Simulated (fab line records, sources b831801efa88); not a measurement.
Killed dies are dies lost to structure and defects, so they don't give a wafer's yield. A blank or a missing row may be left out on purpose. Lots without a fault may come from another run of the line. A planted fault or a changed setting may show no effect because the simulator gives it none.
Which tool did it? | flow sky130 | 12 lots, 36 wafers sampled, at 2 steps of a route of 708

WHAT THE GAUGES READ, wafer by wafer
SKY_VT_ADJUST_HVTP_OVL_MEAS_08.
lot  | measured     | on         | VT_ADJUST_HVTP_OVL (nm)
L260 | day 6 10:14  | overlay-02 | -1.8 -1.1 -0.2
L261 | day 6 10:53  | overlay-01 | -0.8 -0.4 -1.7
L262 | day 6 18:41  | overlay-01 | -2.0 -1.4 -1.9
L265 | day 7 10:20  | overlay-01 | -1.1 -1.2 -1.3
L268 | day 8 08:07  | overlay-01 | 1.2 1.0 -0.4
L270 | day 8 15:30  | overlay-01 | 0.2 -0.9 -0.6
L273 | day 9 13:17  | overlay-02 | 2.4 -0.3 -0.3
L275 | day 9 22:07  | overlay-02 | -0.4 0.7 0.9
L276 | day 10 05:56 | overlay-01 | -1.7 -0.1 -1.5
L277 | day 10 13:30 | overlay-01 | 0.3 -1.5 -0.8
L278 | day 11 00:13 | overlay-02 | 2.2 3.2 1.0
L282 | day 11 22:12 | overlay-01 | -2.3 -2.6 -2.2

WHICH TOOL RAN EACH LOT (tool, then ch and the chambers of the sampled wafers, then the start)
lot  | SKY_FIELD_ISO_ETCH_14
L260 | rie_diel-02 ch 1,2,3, day 2 07:32
L261 | rie_diel-01 ch 0,2,3, day 2 10:23
L262 | rie_diel-04 ch 0,2,3, day 2 15:51
L265 | rie_diel-02 ch 2,3, day 3 08:29
L268 | rie_diel-01 ch 0,1, day 4 00:58
L270 | rie_diel-02 ch 0,3, day 4 08:11
L273 | rie_diel-01 ch 1,3, day 5 00:53
L275 | rie_diel-02 ch 1,2,3, day 5 10:23
L276 | rie_diel-04 ch 0,1,3, day 5 15:59
L277 | rie_diel-02 ch 1,2,3, day 5 22:17
L278 | rie_diel-02 ch 0,1,3, day 6 05:05
L282 | rie_diel-02 ch 0,1,3, day 6 22:02
- SKY_FIELD_ISO_ETCH_14: etches BARC in N2/H2, stops on SiO2, time 48.11 s, target depth 60 nm.

WHAT THE TOOLS THEMSELVES READ (means of the sampled wafers that have a number; where no wafer has one, the mark that the record gives instead)
SKY_FIELD_ISO_ETCH_14.
lot  | tool        | drypump_motor_current_A (A) | oes_product_au (a.u.) | throttle_valve_pct (%)
L260 | rie_diel-02 | 6.1                         | 0.841                 | 13.216
L261 | rie_diel-01 | 5.3                         | 0.845                 | 13.229
L262 | rie_diel-04 | 5.6                         | 0.842                 | 13.229
L265 | rie_diel-02 | 6.1                         | 0.844                 | 13.222
L268 | rie_diel-01 | 5.4                         | 0.845                 | 13.225
L270 | rie_diel-02 | 5.3                         | 0.843                 | 13.224
L273 | rie_diel-01 | 5.6                         | 0.844                 | 13.230
L275 | rie_diel-02 | 6.1                         | 0.847                 | 13.218
L276 | rie_diel-04 | 5.7                         | 0.843                 | 13.224
L277 | rie_diel-02 | 6.1                         | 0.843                 | 13.225
L278 | rie_diel-02 | 5.6                         | 0.844                 | 13.224
L282 | rie_diel-02 | 5.6                         | 0.846                 | 13.226

THE ANSWER, worked out from the rows above alone
Rule: what is usual is taken from the lots themselves. Put in order of their means at a reading, lots are off if they are a third of the lots or fewer, leave a main group of 4 or more, and stand apart from it by a gap of 3 or more times the standard deviation of the main group's means; of several such gaps the widest counts. A main group whose means are all the same, to the digits that the tables above print for the reading, isn't used. A lot without any number at a reading at which 4 lots or more have one is off too. The other lots that the step has rows for count as sound. The gauges are gone through in route order, then the tools' own readings, and for those a lot's mean is taken as printed above. The first step at which some lot is off is used, and at that step the reading that is off furthest; a lot without a number counts as furthest.
No lot is off at any reading shown: from this, nothing can be told.

WHAT THE SIMULATOR HAD PUT IN
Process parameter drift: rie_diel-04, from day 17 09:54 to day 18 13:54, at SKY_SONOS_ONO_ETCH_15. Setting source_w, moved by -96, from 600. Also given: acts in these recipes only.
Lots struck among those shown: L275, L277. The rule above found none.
